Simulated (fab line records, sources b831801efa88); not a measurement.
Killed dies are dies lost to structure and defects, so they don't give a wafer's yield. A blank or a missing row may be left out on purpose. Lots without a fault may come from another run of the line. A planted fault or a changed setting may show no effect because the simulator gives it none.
fab line records | flow sky130
record lots=9 wafers=27 last_day=50
route steps=708 shown METAL1@449 VIA1@472 PAD_OPEN@708
lots that met no fault: from a run of the same line without faults
start_h: hours from the record's first day to the start of the lot's first wafer shown | wait_h: hours since the lot's step before | " the same as in the row above | L1.1+2: a row that stands for several wafers | - no value, or no start given | * or withheld: withheld | < > ~ a bound
route shown NAME@n: a module of which the file shows steps, and the number in the route of the first | usual: mean/standard deviation of fault-free wafers | same: alike in all rows | chamber/n: place in a boat | sites: the reading at each site | _std_site: their standard deviation | _edge_site: outer sites' mean less inner sites' | radius_mm: how far each site lies from the wafer's centre | mask NAME#n: copy n | behind: the tool/chamber that last shaped the wafer | hold: why the lot was held/for how many hours/how that ended | device: the transistor (n, p or np) that didn't switch | end of line: the same wafers' tests at the end of the route | a step without rows: its recipe alone | killed: dies lost to structure and defects at the first sort, not the wafer's yield | map: a wafer's dies, x killed, . not, _ none there
set.NAME: the setting as run; set.NAME@STEP: as run at that earlier step | model.NAME: the simulator's own value behind a step, which no gauge read
steps of the route over a sample of lots; a table a step, a row a wafer
services: from which hour (start_h, from the record's first day; less than 0 if before it) a tool's chamber was out of use, for how many hours, and why
## steps
# step SKY_METAL1_CD_MEAS_15
# recipe target_cd_nm=140
# usual cd_nm=140.3/1.2
# columns lot.wafer tool chamber start_h wait_h cd_nm
L383.2 cd_sem-02 - 762.38 - 139.2
L383.5 " - " " 139.8
L383.6 " - " " 141.9
L388.1 cd_sem-01 - 813.67 - 141.5
L388.3 " - " " 140.3
L388.5 " - " " 141.7
L390.2 cd_sem-01 - 824.93 - 140.1
L390.4 " - " " 140.5
L390.6 " - " " 141.5
L396.1 cd_sem-01 - 872.83 - 139.0
L396.2 " - " " 138.8
L396.4 " - " " 138.5
L398.3 cd_sem-02 - 895.66 - 139.3
L398.5 " - " " 138.6
L398.6 " - " " 140.3
L400.3 cd_sem-02 - 901.30 - 143.0
L400.4 " - " " 141.4
L400.6 " - " " 139.4
L403.3 cd_sem-01 - 912.25 - 140.2
L403.5 " - " " 139.9
L403.6 " - " " 140.9
L404.2 cd_sem-02 - 916.27 - 142.0
L404.4 " - " " 141.1
L404.6 " - " " 142.6
L405.1 cd_sem-01 - 932.85 - 139.5
L405.3 " - " " 138.7
L405.4 " - " " 140.0
# step SKY_METAL1_ETCH_18
# recipe chemistry=N2/H2 target=BARC ion_energy_ev=200 bias_w=100 pressure_mtorr=30 n2_flow_sccm=100 h2_flow_sccm=200 icp_w=500 stop_on=SiO2 time_s=45.9 target_depth_a=600
# usual bias_w=100.01/0.26 chamber_pressure_mTorr=30.000/0.025 drypump_motor_current_A=6.2/0.42 oes_product_au=0.855/0.0043 throttle_valve_pct=13.224/0.0099
# columns lot.wafer tool chamber start_h wait_h bias_w chamber_pressure_mTorr drypump_motor_current_A oes_product_au rf_hours_counter_h throttle_valve_pct
L383.2 rie_metal-01 1 762.55 0.0 99.74 30.018 5.9 0.850 0 13.242
L383.5 " 0 " " 99.94 30.049 6.2 0.857 - 13.212
L383.6 " 1 " " 100.01 30.015 5.9 0.849 - 13.228
L388.1 rie_metal-04 1 813.86 0.0 99.96 30.033 6.6 0.852 15 13.225
L388.3 " 1 " " 100.07 30.016 6.6 0.852 - 13.226
L388.5 " 0 " " 99.89 30.017 5.7 0.854 - 13.198
L390.2 rie_metal-01 0 825.10 0.0 100.15 29.998 6.3 0.862 7 13.228
L390.4 " 1 " " 100.17 29.979 5.9 0.860 - 13.228
L390.6 " 1 " " 100.09 30.002 6.0 0.853 - 13.228
L396.1 rie_metal-03 0 873.02 0.0 100.21 30.002 5.7 0.859 5 13.189
L396.2 " 1 " " 99.83 30.014 6.8 0.854 7 13.216
L396.4 " 0 " " 99.78 29.985 5.7 0.850 - 13.229
L398.3 rie_metal-04 1 895.83 0.0 99.93 29.985 6.6 0.859 - 13.216
L398.5 " 0 " " 99.69 30.003 5.7 0.861 - 13.203
L398.6 " 1 " " 99.76 30.029 6.6 0.852 - 13.216
L400.3 rie_metal-03 0 901.47 0.0 100.15 30.008 5.7 0.856 - 13.224
L400.4 " 1 " " 99.89 29.992 6.8 0.861 - 13.224
L400.6 " 1 " " 100.01 29.995 6.8 0.852 - 13.240
L403.3 rie_metal-04 0 912.42 0.0 100.15 29.953 5.7 0.852 - 13.220
L403.5 " 1 " " 100.05 30.003 6.6 0.861 - 13.229
L403.6 " 0 " " 100.18 29.980 5.7 0.862 - 13.223
L404.2 rie_metal-04 1 916.44 0.0 100.06 29.966 6.5 0.858 2 13.227
L404.4 " 0 " " 99.83 30.009 5.7 0.854 - 13.243
L404.6 " 1 " " 100.30 30.043 6.6 0.850 - 13.225
L405.1 rie_metal-01 1 933.04 0.0 99.74 30.011 6.0 0.854 8 13.228
L405.3 " 0 " " 99.92 29.956 6.2 0.848 - 13.230
L405.4 " 1 " " 100.12 29.989 6.0 0.856 - 13.227
# step SKY_METAL1_METAL_ETCH_19
# recipe target_depth_a=3600 stop_on=SiO2 over_etch_frac=0.3 time_s=78 chemistry=Cl2/BCl3 resist_sidewall_deg=88 pressure_mtorr=10 icp_w=900 bias_w=48.5 Cl2_flow_sccm=60 bcl3_flow_sccm=30
# usual bcl3_flow_sccm=30.00/0.086 bias_w=48.50/0.15 drypump_motor_current_A=6.1/0.42 oes_product_au=0.853/0.0053 throttle_valve_pct=22.266/0.0083
# same over_etch_frac=0.3
# columns lot.wafer tool chamber start_h wait_h bcl3_flow_sccm bias_w drypump_motor_current_A oes_product_au rf_hours_counter_h throttle_valve_pct
L383.2 rie_metal-01 1 762.61 0.0 29.97 48.77 5.9 0.839 0 22.260
L383.5 " 0 " " 29.87 48.33 6.2 0.854 - 22.257
L383.6 " 1 " " 30.05 48.60 5.9 0.845 - 22.264
L388.1 rie_metal-04 1 813.92 0.0 29.99 48.42 6.6 0.851 15 22.262
L388.3 " 1 " " 29.99 48.56 6.6 0.858 - 22.257
L388.5 " 0 " " 29.92 48.25 5.7 0.860 - 22.279
L390.2 rie_metal-01 0 825.16 0.0 30.00 48.44 6.2 0.854 7 22.263
L390.4 " 1 " " 30.03 48.36 6.0 0.854 - 22.251
L390.6 " 1 " " 29.93 48.18 5.9 0.854 - 22.265
L396.1 rie_metal-03 0 873.08 0.0 29.96 48.38 5.7 0.860 5 22.282
L396.2 " 1 " " 30.09 48.49 6.8 0.853 7 22.268
L396.4 " 0 " " 29.91 48.49 5.7 0.862 - 22.272
L398.3 rie_metal-04 1 895.90 0.1 30.01 48.15 6.6 0.852 - 22.263
L398.5 " 0 " " 29.96 48.57 5.7 0.856 - 22.277
L398.6 " 1 " " 30.04 48.50 6.6 0.843 - 22.280
L400.3 rie_metal-03 0 901.54 0.1 29.96 48.44 5.6 0.855 - 22.272
L400.4 " 1 " " 29.92 48.74 6.8 0.847 - 22.265
L400.6 " 1 " " 29.98 48.66 6.8 0.860 - 22.264
L403.3 rie_metal-04 0 912.49 0.1 29.97 48.58 5.7 0.851 - 22.263
L403.5 " 1 " " 30.06 48.62 6.6 0.858 - 22.258
L403.6 " 0 " " 29.92 48.51 5.7 0.851 - 22.266
L404.2 rie_metal-04 1 916.50 0.0 30.15 48.42 6.5 0.858 2 22.269
L404.4 " 0 " " 29.85 48.77 5.7 0.852 - 22.288
L404.6 " 1 " " 30.02 48.45 6.5 0.850 - 22.259
L405.1 rie_metal-01 1 933.10 0.0 30.16 48.35 6.0 0.849 8 22.278
L405.3 " 0 " " 30.17 48.84 6.2 0.848 - 22.266
L405.4 " 1 " " 30.21 48.28 5.9 0.857 - 22.259
# step SKY_VIA1_ETCH_14
# recipe chemistry=N2/H2 target=BARC ion_energy_ev=200 source_w=500 bias_w=100 pressure_mtorr=30 n2_flow_sccm=100 h2_flow_sccm=200 stop_on=SiO2 time_s=45.9 target_depth_a=600
# usual bias_w=100.02/0.28 chamber_pressure_mTorr=30.002/0.024 drypump_motor_current_A=5.6/0.48 oes_product_au=0.855/0.0045 throttle_valve_pct=13.224/0.009
# columns lot.wafer tool chamber start_h wait_h bias_w chamber_pressure_mTorr drypump_motor_current_A oes_product_au rf_hours_counter_h throttle_valve_pct
L383.2 rie_diel-02 2 790.51 0.0 99.85 30.014 5.7 0.850 6 13.240
L383.5 " 2 " " 100.31 30.010 5.7 0.847 - 13.219
L383.6 " 3 " " 99.89 30.015 5.9 0.864 - 13.237
L388.1 rie_diel-02 2 841.61 0.0 99.99 30.013 5.7 0.855 7 13.223
L388.3 " 1 " " 100.03 30.024 5.5 0.850 14 13.221
L388.5 " 0 " " 99.82 29.997 5.2 0.851 - 13.230
L390.2 rie_diel-03 1 852.76 0.0 100.07 29.994 5.6 0.853 16 13.224
L390.4 " 2 " " 99.63 30.012 5.3 0.858 11 13.236
L390.6 " 0 " " 99.73 29.999 6.5 0.849 - 13.207
L396.1 rie_diel-02 1 900.11 0.0 100.05 30.025 5.5 0.859 15 13.240
L396.2 " 0 " " 100.12 29.967 5.2 0.852 7 13.229
L396.4 " 2 " " 100.41 29.984 5.7 0.860 8 13.229
L398.3 rie_diel-03 1 922.16 0.0 - - - - - -
L398.5 " 1 " " - - - - - -
L398.6 " 0 " " - - - - - -
L400.3 rie_diel-02 3 927.26 0.0 - - - - - -
L400.4 " 0 " " - - - - - -
L400.6 " 2 " " - - - - - -
L403.3 rie_diel-02 1 938.16 0.0 100.54 30.015 5.5 0.862 16 13.225
L403.5 " 1 " " 99.86 29.985 5.5 0.855 - 13.222
L403.6 " 0 " " 100.12 30.027 5.2 0.855 - 13.212
L404.2 rie_diel-03 0 941.62 0.0 99.47 30.032 6.5 0.847 11 13.231
L404.4 " 2 " " 99.64 29.968 5.3 0.856 13 13.229
L404.6 " 2 " " 99.78 29.996 5.2 0.857 - 13.243
L405.1 rie_diel-03 1 959.42 0.0 99.99 29.983 5.5 0.850 19 13.236
L405.3 " 3 " " 100.19 30.022 5.8 0.853 21 13.224
L405.4 " 0 " " 100.51 29.992 6.6 0.854 11 13.226
# step SKY_VIA1_ETCH_15
# recipe target=SiO2 chemistry=C4F8/O2/Ar target_depth_nm=351 stop_on=TiN mask_material=KrF-thick source_w=1500 bias_w=1200 pressure_mtorr=40 c4f8_flow_sccm=withheld O2_flow_sccm=6 Ar_flow_sccm=300 time_s=54
# usual bias_w=1200/3.3 chamber_pressure_mTorr=40.01/0.035 oes_product_au=0.982/0.0056
# columns lot.wafer tool chamber start_h wait_h bias_w chamber_pressure_mTorr oes_product_au rf_hours_counter_h
L383.2 rie_diel-02 2 790.56 0.0 1202 40.04 0.984 6
L383.5 " 2 " " 1199 40.01 0.982 -
L383.6 " 3 " " 1204 40.02 0.982 -
L388.1 rie_diel-02 2 841.65 0.0 1192 40.00 0.974 7
L388.3 " 1 " " 1198 39.99 0.985 14
L388.5 " 0 " " 1200 39.94 0.976 -
L390.2 rie_diel-03 1 852.81 0.0 1203 39.97 0.985 16
L390.4 " 2 " " 1198 40.02 0.982 11
L390.6 " 0 " " 1201 40.00 0.986 -
L396.1 rie_diel-02 1 900.15 0.0 1200 40.03 0.985 15
L396.2 " 0 " " 1202 39.99 0.976 7
L396.4 " 2 " " 1198 40.00 0.987 8
L398.3 rie_diel-03 1 922.20 0.0 1203 40.05 0.384 18
L398.5 " 1 " " 1201 40.04 0.375 -
L398.6 " 0 " " 1203 40.03 0.381 -
L400.3 rie_diel-02 3 927.30 0.0 1198 39.98 0.374 21
L400.4 " 0 " " 1194 39.95 0.375 7
L400.6 " 2 " " 1203 40.01 0.372 -
L403.3 rie_diel-02 1 938.20 0.0 1203 40.01 0.978 16
L403.5 " 1 " " 1200 39.99 0.987 -
L403.6 " 0 " " 1199 40.00 0.971 -
L404.2 rie_diel-03 0 941.66 0.0 1200 39.97 0.985 11
L404.4 " 2 " " 1200 40.08 0.979 13
L404.6 " 2 " " 1202 40.03 0.976 -
L405.1 rie_diel-03 1 959.46 0.0 1202 40.06 0.988 19
L405.3 " 3 " " 1196 40.00 0.976 21
L405.4 " 0 " " 1208 39.98 0.994 11
# step SKY_VIA1_STRIP_16
# recipe chemistry=O2/N2 power_w=1400 pressure_mtorr=1500 platen_temp_c=withheld o2_flow_sccm=3000 n2_flow_sccm=300 overash_fraction=0.5
# usual drypump_motor_current_A=5.7/0.49 oes_product_au=0.416/0.0047 strip_time_to_endpoint_s=4.464/0.022
# same overash_fraction=0.5
# columns lot.wafer tool chamber start_h wait_h drypump_motor_current_A oes_product_au rf_hours_counter_h strip_time_to_endpoint_s
L383.2 plasma_asher-03 0 790.60 0.0 6.4 0.413 4 4.449
L383.5 " 0 " " 6.4 0.413 - 4.465
L383.6 " 1 " " 5.4 0.427 - 4.480
L388.1 plasma_asher-03 0 841.70 0.0 6.4 0.413 10 4.461
L388.3 " 1 " " 5.4 0.415 - 4.457
L388.5 " 0 " " 6.4 0.421 - 4.499
L390.2 plasma_asher-04 1 852.85 0.0 5.8 0.418 72 4.435
L390.4 " 0 " " 5.7 0.420 - 4.496
L390.6 " 0 " " 5.6 0.418 - 4.471
L396.1 plasma_asher-02 0 900.20 0.0 4.9 0.419 109 4.445
L396.2 " 1 " " 5.6 0.411 109 4.488
L396.4 " 0 " " 4.9 0.407 - 4.432
L398.3 plasma_asher-02 0 922.28 0.1 4.9 0.430 - 4.893
L398.5 " 0 " " 4.9 0.427 - 4.878
L398.6 " 1 " " 5.6 0.433 - 4.876
L400.3 plasma_asher-03 0 927.38 0.1 6.5 0.437 - 4.907
L400.4 " 1 " " 5.4 0.439 - 4.922
L400.6 " 1 " " 5.4 0.433 - 4.902
L403.3 plasma_asher-04 1 938.28 0.1 5.8 0.412 - 4.434
L403.5 " 1 " " 5.8 0.407 - 4.439
L403.6 " 0 " " 5.7 0.415 - 4.464
L404.2 plasma_asher-03 1 941.70 0.0 5.4 0.410 19 4.469
L404.4 " 1 " " 5.4 0.420 - 4.462
L404.6 " 0 " " 6.4 0.414 - 4.463
L405.1 plasma_asher-04 1 959.50 0.0 5.9 0.420 84 4.458
L405.3 " 1 " " 5.9 0.417 - 4.453
L405.4 " 0 " " 5.6 0.411 - 4.457
# step SKY_PAD_OPEN_PROBE_99
# usual defect_limited_yield=82.6/1.9 killed_at_M0_to_M3=42/7.1 killed_at_M4_up=3.3/1.9 killed_at_contacts=24/5 killed_at_front_end=15/4.7 killed_at_other=0.3/0.61 killed_dies=86/9.6 killed_on_rim=17/3.8 killed_open=47/7.5 killed_short=38/6.6 sort_bin_3_pad_short=0.9/0.42 sort_bin_5_function=10.2/1.5 sort_bin_6_memory=6.3/1.1 sort_n_pass=406/9.6 sort_yield_pct=82.6/1.9
# same gross_dies=492 killed_at_back_side=0 sort_bin_4_leakage[%]=0 sort_bin_8_speed[%]=0
# columns lot.wafer tool chamber start_h wait_h hold defect_limited_yield[%] killed_at_M0_to_M3 killed_at_M4_up killed_at_contacts killed_at_front_end killed_at_other killed_dies killed_on_rim killed_open killed_short sort_bin_3_pad_short[%] sort_bin_5_function[%] sort_bin_6_memory[%] sort_n_pass sort_yield_pct[%]
L383.2 prober-02 - 1071.54 0.1 - 81.7 42 4 26 16 2 90 24 46 43 0.6 12.0 5.7 402 81.7
L383.5 prober-02 - 1071.69 0.2 - 82.5 44 3 27 12 0 86 18 49 36 1.8 10.4 5.3 406 82.5
L383.6 prober-02 - 1071.74 0.2 - 80.3 49 2 31 15 0 97 17 60 37 1.2 12.2 6.3 395 80.3
L388.1 prober-01 - 1115.04 0.1 - 80.5 51 5 28 12 0 96 18 54 42 1.2 10.6 7.7 396 80.5
L388.3 prober-01 - 1115.14 0.2 - 82.9 45 4 20 15 0 84 16 56 28 0.6 11.0 5.5 408 82.9
L388.5 prober-01 - 1115.24 0.2 - 81.9 41 4 31 13 0 89 21 42 47 0.6 12.0 5.5 403 81.9
L390.2 prober-02 - 1124.39 0.1 - 83.1 42 2 19 20 0 83 17 39 44 1.0 8.5 7.3 409 83.1
L390.4 prober-02 - 1124.49 0.2 - 82.5 46 0 27 13 0 86 15 57 28 1.2 8.5 7.7 406 82.5
L390.6 prober-02 - 1124.59 0.2 - 82.1 40 1 30 17 0 88 17 49 39 0.6 10.2 7.1 404 82.1
L396.1 prober-01 - 1157.05 0.1 - 85.0 38 7 14 15 0 74 16 47 25 0.4 9.6 5.1 418 85.0
L396.2 prober-01 - 1157.10 0.1 - 85.2 37 3 18 15 0 73 17 38 34 0.2 9.3 5.3 419 85.2
L396.4 prober-01 - 1157.20 0.2 - 84.3 33 3 21 20 0 77 13 41 35 1.6 8.7 5.3 415 84.3
L398.3 prober-02 - 1175.87 0.2 await_dispo/1.3h/scrap 0 455 3 16 18 0 492 96 49 41 0.6 91.3 8.1 0 0
L398.5 prober-02 - 1175.97 0.2 await_dispo/1.3h/scrap 0 445 4 29 14 0 492 96 36 46 1.4 92.1 6.5 0 0
L398.6 prober-02 - 1176.02 0.2 await_dispo/1.3h/scrap 0 440 1 25 26 0 492 96 49 41 1.0 91.1 7.9 0 0
L400.3 prober-01 - 1177.37 0.2 await_dispo/3.6h/scrap 0 451 1 32 8 0 492 96 57 40 0.4 93.7 5.9 0 0
L400.4 prober-01 - 1177.42 0.2 await_dispo/3.6h/scrap 0 445 2 24 18 3 492 96 37 44 1.0 93.7 5.3 0 0
L400.6 prober-01 - 1177.52 0.2 await_dispo/3.6h/scrap 0 456 1 25 10 0 492 96 54 39 1.0 93.5 5.5 0 0
L403.3 prober-02 - 1184.52 0.2 - 84.8 40 1 22 12 0 75 10 45 30 1.2 7.1 6.9 417 84.8
L403.5 prober-02 - 1184.62 0.2 - 84.6 36 2 20 18 0 76 17 36 37 1.6 8.1 5.7 416 84.6
L403.6 prober-02 - 1184.67 0.2 - 86.4 39 3 18 7 0 67 8 39 27 1.2 7.3 5.1 425 86.4
L404.2 prober-01 - 1187.13 0.1 - 82.9 32 5 28 18 1 84 22 48 36 0.6 10.4 6.1 408 82.9
L404.4 prober-01 - 1187.23 0.2 - 82.9 47 5 24 8 0 84 19 45 39 0.8 8.9 7.3 408 82.9
L404.6 prober-01 - 1187.33 0.2 - 85.0 38 1 21 14 0 74 12 50 24 0.4 10.4 4.3 418 85.0
L405.1 prober-02 - 1198.13 0.1 - 86.4 36 2 17 12 0 67 16 37 30 0.6 8.3 4.7 425 86.4
L405.3 prober-02 - 1198.23 0.2 - 83.7 40 6 17 17 0 80 15 47 33 0.6 9.8 5.9 412 83.7
L405.4 prober-02 - 1198.28 0.2 - 83.3 39 2 18 22 1 82 11 39 42 0.4 10.0 6.3 410 83.3
# killed by level:class
L383.2 VIA1:geometric_particle:open=13 CONTACT:geometric_particle:short=10 CONTACT:geometric_particle:open=9 VIA3:geometric_particle:open=5 POLY_GATE:geometric_particle:short=4 VIA1:geometric_particle:short=4 VIA2:geometric_particle:open=4 VIA3:geometric_particle:short=4
L383.5 VIA1:geometric_particle:open=11 VIA3:geometric_particle:open=9 VIA1:geometric_particle:short=7 CONTACT:geometric_particle:open=7 VIA2:geometric_particle:open=6 LI_CONTACT:geometric_particle:open=6 CONTACT:geometric_particle:short=6 LOCAL_INTERCONNECT:geometric_particle:short=4
L383.6 VIA2:geometric_particle:open=12 CONTACT:geometric_particle:open=10 VIA3:geometric_particle:open=9 LI_CONTACT:geometric_particle:open=9 VIA1:geometric_particle:open=8 CONTACT:geometric_particle:short=7 FIELD_ISO:geometric_particle:short=6 METAL2:geometric_particle:short=5
L388.1 LI_CONTACT:geometric_particle:open=11 CONTACT:geometric_particle:open=10 VIA1:geometric_particle:open=10 METAL2:geometric_particle:short=8 VIA3:geometric_particle:open=6 METAL1:geometric_particle:short=5 VIA2:geometric_particle:open=5 POLY_GATE:geometric_particle:short=4
L388.3 VIA2:geometric_particle:open=11 LI_CONTACT:geometric_particle:open=9 VIA1:geometric_particle:open=9 VIA3:geometric_particle:open=9 CONTACT:geometric_particle:open=6 METAL3:geometric_particle:short=5 FIELD_ISO:geometric_particle:open=4 FIELD_ISO:geometric_particle:short=4
L388.5 CONTACT:geometric_particle:open=10 METAL1:geometric_particle:short=7 CONTACT:geometric_particle:short=7 VIA2:geometric_particle:open=7 VIA1:geometric_particle:open=6 LI_CONTACT:geometric_particle:open=5 VIA1:geometric_particle:short=5 VIA3:geometric_particle:open=5
L390.2 METAL1:geometric_particle:short=9 FIELD_ISO:geometric_particle:open=6 VIA1:geometric_particle:open=6 VIA2:geometric_particle:open=6 VIA3:geometric_particle:open=6 CONTACT:geometric_particle:open=5 METAL2:geometric_particle:short=5 FIELD_ISO:geometric_particle:short=4
L390.4 VIA1:geometric_particle:open=12 CONTACT:geometric_particle:open=12 LI_CONTACT:geometric_particle:open=9 VIA2:geometric_particle:open=9 METAL2:geometric_particle:short=5 POLY_GATE:geometric_particle:open=4 METAL1:geometric_particle:short=4 FIELD_ISO:geometric_particle:short=3
L390.6 CONTACT:geometric_particle:short=8 CONTACT:geometric_particle:open=8 VIA3:geometric_particle:open=8 FIELD_ISO:geometric_particle:open=7 METAL1:geometric_particle:short=7 LI_CONTACT:geometric_particle:open=6 VIA1:geometric_particle:open=5 VIA2:geometric_particle:open=5
L396.1 VIA1:geometric_particle:open=13 VIA2:geometric_particle:open=9 LI_CONTACT:geometric_particle:open=7 FIELD_ISO:geometric_particle:short=5 FIELD_ISO:geometric_particle:open=4 POLY_GATE:geometric_particle:open=4 METAL4:geometric_particle:short=3 CONTACT:geometric_particle:short=3
L396.2 METAL1:geometric_particle:short=9 LI_CONTACT:geometric_particle:open=8 VIA1:geometric_particle:open=8 VIA2:geometric_particle:open=7 CONTACT:geometric_particle:open=5 FIELD_ISO:geometric_particle:short=4 POLY_GATE:geometric_particle:open=4 FIELD_ISO:geometric_particle:open=3
L396.4 LI_CONTACT:geometric_particle:open=10 FIELD_ISO:geometric_particle:short=7 VIA2:geometric_particle:open=7 VIA1:geometric_particle:open=6 FIELD_ISO:geometric_particle:open=5 LI_CONTACT:geometric_particle:short=5 METAL1:geometric_particle:short=4 VIA1:geometric_particle:short=4
L398.3 VIA1:area_etch=401 VIA2:geometric_particle:open=11 FIELD_ISO:geometric_particle:open=8 VIA3:geometric_particle:open=8 METAL1:geometric_particle:short=7 METAL2:geometric_particle:short=6 VIA2:geometric_particle:short=5 LOCAL_INTERCONNECT:geometric_particle:short=4
L398.5 VIA1:area_etch=410 LOCAL_INTERCONNECT:geometric_particle:short=9 CONTACT:geometric_particle:open=9 FIELD_ISO:geometric_particle:short=7 VIA1:geometric_particle:open=7 LI_CONTACT:geometric_particle:open=5 VIA2:geometric_particle:open=5 CONTACT:geometric_particle:short=5
L398.6 VIA1:area_etch=402 CONTACT:geometric_particle:open=11 VIA1:geometric_particle:open=10 FIELD_ISO:geometric_particle:short=7 FIELD_ISO:geometric_particle:open=5 LOCAL_INTERCONNECT:geometric_particle:short=5 METAL1:geometric_particle:short=5 VIA2:geometric_particle:open=5
L400.3 VIA1:area_etch=395 LI_CONTACT:geometric_particle:open=12 CONTACT:geometric_particle:open=12 METAL2:geometric_particle:short=8 VIA3:geometric_particle:open=8 METAL1:geometric_particle:short=6 VIA1:geometric_particle:short=6 VIA2:geometric_particle:open=6
L400.4 VIA1:area_etch=410 LI_CONTACT:geometric_particle:open=7 VIA2:geometric_particle:open=7 LOCAL_INTERCONNECT:geometric_particle:short=6 CONTACT:geometric_particle:open=5 VIA3:geometric_particle:open=5 FIELD_ISO:geometric_particle:open=4 FIELD_ISO:geometric_particle:short=4
L400.6 VIA1:area_etch=399 VIA2:geometric_particle:open=14 VIA1:geometric_particle:open=12 METAL2:geometric_particle:short=11 LI_CONTACT:geometric_particle:open=9 CONTACT:geometric_particle:open=8 VIA1:geometric_particle:short=5 LOCAL_INTERCONNECT:geometric_particle:short=4
L403.3 VIA3:geometric_particle:open=9 LI_CONTACT:geometric_particle:open=7 FIELD_ISO:geometric_particle:open=6 VIA2:geometric_particle:open=6 VIA1:geometric_particle:open=6 CONTACT:geometric_particle:open=5 METAL1:geometric_particle:short=5 METAL3:geometric_particle:short=5
L403.5 METAL2:geometric_particle:short=7 LI_CONTACT:geometric_particle:open=7 CONTACT:geometric_particle:open=7 VIA1:geometric_particle:short=7 FIELD_ISO:geometric_particle:short=5 VIA3:geometric_particle:open=5 POLY_GATE:geometric_particle:short=4 VIA1:geometric_particle:open=4
L403.6 CONTACT:geometric_particle:open=7 VIA2:geometric_particle:open=7 VIA3:geometric_particle:open=6 VIA1:geometric_particle:open=6 METAL1:geometric_particle:short=5 LI_CONTACT:geometric_particle:open=5 LOCAL_INTERCONNECT:geometric_particle:short=3 VIA3:geometric_particle:short=3
L404.2 VIA1:geometric_particle:open=10 LI_CONTACT:geometric_particle:open=9 CONTACT:geometric_particle:open=8 METAL1:geometric_particle:short=6 POLY_GATE:geometric_particle:open=5 POLY_GATE:geometric_particle:short=4 LOCAL_INTERCONNECT:geometric_particle:short=4 CONTACT:geometric_particle:short=4
L404.4 VIA1:geometric_particle:open=11 VIA2:geometric_particle:open=11 CONTACT:geometric_particle:open=9 METAL1:geometric_particle:short=6 VIA3:geometric_particle:open=6 METAL4:geometric_particle:short=5 CONTACT:geometric_particle:short=5 VIA2:geometric_particle:short=5
L404.6 VIA2:geometric_particle:open=9 LI_CONTACT:geometric_particle:open=8 CONTACT:geometric_particle:open=8 VIA3:geometric_particle:open=7 VIA1:geometric_particle:open=6 METAL1:geometric_particle:short=6 VIA1:geometric_particle:short=5 FIELD_ISO:geometric_particle:open=4
L405.1 VIA2:geometric_particle:open=10 CONTACT:geometric_particle:open=7 CONTACT:geometric_particle:short=6 METAL2:geometric_particle:short=6 METAL1:geometric_particle:short=5 VIA1:geometric_particle:open=5 POLY_GATE:geometric_particle:short=4 POLY_GATE:geometric_particle:open=3
L405.3 VIA1:geometric_particle:open=9 VIA2:geometric_particle:open=7 POLY_GATE:geometric_particle:short=6 LI_CONTACT:geometric_particle:open=5 CONTACT:geometric_particle:open=5 METAL1:geometric_particle:open=4 METAL1:geometric_particle:short=4 FIELD_ISO:geometric_particle:short=3
L405.4 VIA1:geometric_particle:open=10 CONTACT:geometric_particle:open=8 POLY_GATE:geometric_particle:short=6 FIELD_ISO:geometric_particle:short=5 VIA3:geometric_particle:open=5 LI_CONTACT:geometric_particle:open=4 LOCAL_INTERCONNECT:geometric_particle:short=4 METAL1:geometric_particle:short=4
## services
# columns tool chamber start_h hours kind
plasma_asher-03 0 742.75 - clean
plasma_asher-03 1 742.75 - clean
rie_diel-03 - 756.24 4.3 pm
rie_diel-03 1 771.71 8.4 repair
rie_diel-03 - 793.74 2.8 pm
rie_diel-03 2 803.69 2.5 repair
plasma_asher-03 - 807.92 1.5 repair
rie_diel-02 0 833.33 2.4 repair
rie_metal-04 1 849.49 - clean
rie_metal-04 1 849.49 27.0 scheduled_down
rie_metal-04 1 849.49 27.0 vent_cycle
plasma_asher-03 - 849.57 1.6 repair
rie_diel-03 2 859.13 13.1 repair
rie_diel-03 0 866.71 5.2 repair
rie_metal-04 - 884.57 1.2 repair
rie_diel-03 1 886.23 1.4 repair
plasma_asher-03 - 896.06 14.6 pm
rie_diel-02 0 907.76 5.6 repair
rie_diel-02 - 915.07 0.7 repair
rie_diel-03 - 915.80 1.6 repair
rie_diel-03 1 924.69 5.3 repair
rie_metal-04 0 929.84 6.6 repair
rie_diel-03 - 955.30 0.3 repair
plasma_asher-02 - 959.31 0.7 repair
## key
first_sign step=SKY_VIA1_ETCH_14 reading=tool_record direction=missing
effect step=SKY_VIA1_ETCH_15 reading=oes_product_au direction=down sigmas=99+ usual=0.982 struck=0.377
effect step=SKY_VIA1_STRIP_16 reading=strip_time_to_endpoint_s direction=up sigmas=20 usual=* struck=*
effect step=SKY_PAD_OPEN_PROBE_99 reading=killed_at_M0_to_M3 direction=up sigmas=57 usual=42 struck=449
more_kills_born_at SKY_VIA1_ETCH_14@rie_diel-03=1213 SKY_VIA1_ETCH_14@rie_diel-02=1204
met_at SKY_VIA1_ETCH_14
struck_lots L398,L400
later_rows_left_out L398.3,L398.5,L398.6,L400.3,L400.4,L400.6
not_acting_at SKY_METAL1_CD_MEAS_15,SKY_METAL1_ETCH_18,SKY_METAL1_METAL_ETCH_19
onset_between 900.11 922.16
fault kind=skipped_step_whole tool=rie_diel-02,rie_diel-03 chamber=- onset_h=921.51 steps=SKY_VIA1_ETCH_14 scope=struck_lots_only
# later_rows_left_out: the simulator's readings of these wafers behind a module that went badly wrong aren't trusted and aren't shown, but for the sort
